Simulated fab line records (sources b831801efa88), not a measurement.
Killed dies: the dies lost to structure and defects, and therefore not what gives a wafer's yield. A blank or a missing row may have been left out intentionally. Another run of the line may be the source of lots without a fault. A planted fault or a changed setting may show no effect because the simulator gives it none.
Commonality check across tools / flow sky130 / 36 wafers sampled across 11 lots

## REASON FOR OPENING
At SKY_LDD_HVN_TW_MEAS_10 the reading LDD_HVN_TW is flagged on 1 of 11 lots. Fault-free wafers read 1432, with a standard deviation of 12.
Rule: a lot is flagged when every wafer of it that has a number lies more than 4 standard deviations from that mean, or none has a number. All remaining lots are regarded as sound.

lot=L300; measured=day 21 00:32; on=filmMetro-04; LDD_HVN_TW, wafer by wafer=1425 1424 1431; flag=
lot=L301; measured=day 21 08:35; on=filmMetro-04; LDD_HVN_TW, wafer by wafer=1437 1426 1435; flag=
lot=L302; measured=day 21 23:23; on=filmMetro-04; LDD_HVN_TW, wafer by wafer=1435 1435 1436; flag=
lot=L304; measured=day 22 11:35; on=filmMetro-04; LDD_HVN_TW, wafer by wafer=1413 1418 1422; flag=
lot=L306; measured=day 23 09:28; on=filmMetro-03; LDD_HVN_TW, wafer by wafer=1441 1446 1444; flag=
lot=L308; measured=day 24 11:09; on=filmMetro-03; LDD_HVN_TW, wafer by wafer=1461 1457 1463; flag=
lot=L309; measured=day 24 13:44; on=filmMetro-02; LDD_HVN_TW, wafer by wafer=1432 1430 1430; flag=
lot=L310; measured=day 24 19:37; on=filmMetro-04; LDD_HVN_TW, wafer by wafer=30 30 30 29 30 30; flag=FLAGGED
lot=L311; measured=day 25 02:11; on=filmMetro-02; LDD_HVN_TW, wafer by wafer=1431 1442 1426; flag=
lot=L314; measured=day 26 04:20; on=filmMetro-04; LDD_HVN_TW, wafer by wafer=1422 1419 1429; flag=
lot=L321; measured=day 28 03:13; on=filmMetro-03; LDD_HVN_TW, wafer by wafer=1437 1450 1449; flag=
Flagged lots average 30: -1402 relative to the usual, that is -99 or more standard deviations.

## TOOL THAT RAN EACH LOT
The record holds 2 process steps before the reading, out of a route of 708 steps. Each cell gives the tool, then ch followed by the chambers the sampled wafers passed through, then the start.
lot=L300; flag=; SKY_LDD_P_STRIP_10=plasmaAsher-02 ch 0,1, day 19 17:53; SKY_LDD_HVN_STRIP_09=plasmaAsher-02 ch 0,1, day 21 00:27
lot=L301; flag=; SKY_LDD_P_STRIP_10=plasmaAsher-02 ch 0, day 20 02:08; SKY_LDD_HVN_STRIP_09=plasmaAsher-03 ch 0,1, day 21 08:29
lot=L302; flag=; SKY_LDD_P_STRIP_10=plasmaAsher-04 ch 0,1, day 20 16:22; SKY_LDD_HVN_STRIP_09=plasmaAsher-02 ch 0,1, day 21 23:17
lot=L304; flag=; SKY_LDD_P_STRIP_10=plasmaAsher-03 ch 0,1, day 21 04:19; SKY_LDD_HVN_STRIP_09=plasmaAsher-03 ch 0,1, day 22 11:29
lot=L306; flag=; SKY_LDD_P_STRIP_10=plasmaAsher-02 ch 0,1, day 22 03:14; SKY_LDD_HVN_STRIP_09=plasmaAsher-01 ch 0,1, day 23 09:22
lot=L308; flag=; SKY_LDD_P_STRIP_10=plasmaAsher-02 ch 1, day 23 05:42; SKY_LDD_HVN_STRIP_09=plasmaAsher-01 ch 0,1, day 24 11:02
lot=L309; flag=; SKY_LDD_P_STRIP_10=plasmaAsher-04 ch 0,1, day 23 08:13; SKY_LDD_HVN_STRIP_09=plasmaAsher-01 ch 0,1, day 24 13:38
lot=L310; flag=FLAGGED; SKY_LDD_P_STRIP_10=plasmaAsher-04 ch 0,1, day 23 13:30; SKY_LDD_HVN_STRIP_09=plasmaAsher-03 ch 0,1, day 24 19:31
lot=L311; flag=; SKY_LDD_P_STRIP_10=plasmaAsher-02 ch 0, day 23 20:36; SKY_LDD_HVN_STRIP_09=plasmaAsher-02 ch 0,1, day 25 02:05
lot=L314; flag=; SKY_LDD_P_STRIP_10=plasmaAsher-02 ch 0,1, day 24 22:45; SKY_LDD_HVN_STRIP_09=plasmaAsher-01 ch 0,1, day 26 04:14
lot=L321; flag=; SKY_LDD_P_STRIP_10=plasmaAsher-04 ch 0,1, day 26 22:12; SKY_LDD_HVN_STRIP_09=plasmaAsher-03 ch 0,1, day 28 03:07
What is done by these steps:
- SKY_LDD_P_STRIP_10: strips in O2/N2.
- SKY_LDD_HVN_STRIP_09: strips in O2/N2.
- SKY_LDD_HVN_TW_MEAS_10

## FLAGGED OVER TOTAL, TOOL BY TOOL (the gauges that took the reading come last)
step=SKY_LDD_P_STRIP_10; tool=plasmaAsher-02; lots run=6; flagged=0; share of the flagged lots=none; sound lots run after its first flagged lot=-
step=SKY_LDD_P_STRIP_10; tool=plasmaAsher-03; lots run=1; flagged=0; share of the flagged lots=none; sound lots run after its first flagged lot=-
step=SKY_LDD_P_STRIP_10; tool=plasmaAsher-04; lots run=4; flagged=1; share of the flagged lots=all; sound lots run after its first flagged lot=1 (L321)
step=SKY_LDD_HVN_STRIP_09; tool=plasmaAsher-01; lots run=4; flagged=0; share of the flagged lots=none; sound lots run after its first flagged lot=-
step=SKY_LDD_HVN_STRIP_09; tool=plasmaAsher-02; lots run=3; flagged=0; share of the flagged lots=none; sound lots run after its first flagged lot=-
step=SKY_LDD_HVN_STRIP_09; tool=plasmaAsher-03; lots run=4; flagged=1; share of the flagged lots=all; sound lots run after its first flagged lot=1 (L321)
step=SKY_LDD_HVN_TW_MEAS_10; tool=filmMetro-02; lots run=2; flagged=0; share of the flagged lots=none; sound lots run after its first flagged lot=-
step=SKY_LDD_HVN_TW_MEAS_10; tool=filmMetro-03; lots run=3; flagged=0; share of the flagged lots=none; sound lots run after its first flagged lot=-
step=SKY_LDD_HVN_TW_MEAS_10; tool=filmMetro-04; lots run=6; flagged=1; share of the flagged lots=all; sound lots run after its first flagged lot=1 (L314)

## WHAT IS ALLOWED BY THE TABLE
In the table, 3 rows ran each flagged lot (plasmaAsher-04 at SKY_LDD_P_STRIP_10; plasmaAsher-03 at SKY_LDD_HVN_STRIP_09; filmMetro-04 at SKY_LDD_HVN_TW_MEAS_10).
- plasmaAsher-04 at SKY_LDD_P_STRIP_10 ran 4 lots, 1 of them flagged. Sound lots ran on it after the first flagged one (L321), which a lasting fault on the whole tool wouldn't allow. Its own readings lie more than 4 standard deviations out on every wafer of the flagged lots: oesProductAu.
- plasmaAsher-03 at SKY_LDD_HVN_STRIP_09 ran 4 lots, 1 of them flagged. Sound lots ran on it after the first flagged one (L321), which a lasting fault on the whole tool wouldn't allow. Its own readings lie more than 4 standard deviations out on every wafer of the flagged lots: oesProductAu, stripTimeToEndpointS.
- filmMetro-04 at SKY_LDD_HVN_TW_MEAS_10 ran 6 lots, 1 of them flagged. Sound lots ran on it after the first flagged one (L314), which a lasting fault on the whole tool wouldn't allow.
There is no row in the table that ran each flagged lot and no sound lot after the first.

## WHAT THE SIMULATOR PUT IN
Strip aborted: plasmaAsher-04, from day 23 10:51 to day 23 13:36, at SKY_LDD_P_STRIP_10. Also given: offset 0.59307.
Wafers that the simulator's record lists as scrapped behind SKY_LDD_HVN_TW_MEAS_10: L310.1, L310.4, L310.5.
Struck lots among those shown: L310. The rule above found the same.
